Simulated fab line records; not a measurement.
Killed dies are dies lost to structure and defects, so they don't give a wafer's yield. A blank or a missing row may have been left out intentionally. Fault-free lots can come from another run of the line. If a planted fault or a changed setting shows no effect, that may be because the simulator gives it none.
The same fault as seen by 2 desks / flow gf180mcu / only its own numbers are on each desk; what lay behind them is given at the end

== METROLOGY DESK ==
What the gauges read, lot by lot, whatever tool the lot ran on: means of the sampled wafers that have a number. If a lot's mean is further than 4 standard deviations from the usual mean, the lot is out of limits and carries the mark OUT (the distance appears in the brackets).
Columns: A = V4_OVL at GF_V4_OVL_MEAS_15, usual -3 nm; B = V4_W_RS at GF_V4_RS_MEAS_24, usual 0.331 ohm/sq; C = MIM_CVD_05_THK at GF_MIM_THK_MEAS_06, usual 42.2 nm; D = MIM_ALCU_RS at GF_MIM_RS_MEAS_10, usual 0.1610 ohm/sq; E = MIM_ALCU_THK at GF_MIM_THK_MEAS_11, usual 199.3 nm
lot=L700; first seen here=day 25 00:00; A=3; B=0.329; C=41.6; D=0.1573; E=203.6
lot=L703; first seen here=day 25 22:03; A=-6; B=0.333; C=42.2; D=0.1611; E=198.7
lot=L704; first seen here=day 26 01:55; A=-5; B=0.334; C=42.2; D=0.1604; E=200.3
lot=L705; first seen here=day 26 11:51; A=-4; B=0.326; C=42.5; D=0.1623; E=198.4
lot=L706; first seen here=day 27 01:13; A=1; B=0.326; C=42.4; D=0.1596; E=200.7
lot=L708; first seen here=day 27 09:54; A=-1; B=0.334; C=42.0; D=0.1668; E=193.1
lot=L718; first seen here=day 30 08:58; A=2; B=0.328; C=42.1; D=0.0808 (-33) OUT; E=388.6 (+63) OUT
lot=L719; first seen here=day 30 17:53; A=2; B=0.332; C=42.6; D=0.0807 (-33) OUT; E=390.1 (+64) OUT
lot=L720; first seen here=day 30 18:41; A=-4; B=0.328; C=42.2; D=0.1579; E=203.3
lot=L721; first seen here=day 30 23:41; A=1; B=0.334; C=42.5; D=0.1629; E=197.6
lot=L722; first seen here=day 31 07:08; A=-2; B=0.327; C=41.8; D=0.1626; E=196.4
This desk's result: L718, L719 out of limits, first on L718 (MIM_ALCU_RS at GF_MIM_RS_MEAS_10), day 30 11:03. In limits: L700, L703, L704, L705, L706, L708, L720, L721, L722.

== TOOL OWNER'S DESK, pvd-sputter-04 ==
The tool's own readings at GF_MIM_SPUTTER_08 (material AlCu, target thk 200 nm, time 10.6 s): means of the sampled wafers that have a number, for each lot that ran on this tool. If a lot's mean is further than 4 standard deviations from the usual mean, the lot is out of limits and carries the mark OUT (the distance appears in the brackets).
Columns: A = chamber-pressure-pa at GF_MIM_SPUTTER_08, usual 0.4001 Pa; B = throttle-valve-pct at GF_MIM_SPUTTER_08, usual 30.1 %
lot=L703; first seen here=day 25 23:49; A=0.4000; B=29.2
lot=L708; first seen here=day 27 11:41; A=0.3995; B=29.6
lot=L718; first seen here=day 30 11:00; A=0.3996; B=29.3
lot=L719; first seen here=day 30 19:44; A=0.4003; B=30.0
This desk found nothing out of limits on any of the 4 lots.

== TAKEN TOGETHER ==
An alarm was possible from the metrology desk at day 30 11:03, on L718, L719.
The tool owner's desk saw nothing out of limits.
On record at the tool owner's desk: L718, L719, within its limits.
On pvd-sputter-04, each named lot ran GF_MIM_SPUTTER_08.

== WHAT HAD BEEN PUT IN BY THE SIMULATOR ==
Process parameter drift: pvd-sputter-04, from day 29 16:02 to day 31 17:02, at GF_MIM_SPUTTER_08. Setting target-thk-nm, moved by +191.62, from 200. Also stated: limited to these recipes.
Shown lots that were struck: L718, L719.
Time in hours between the start of the fault and the first out-of-limits reading at each desk: metrology desk, 19.
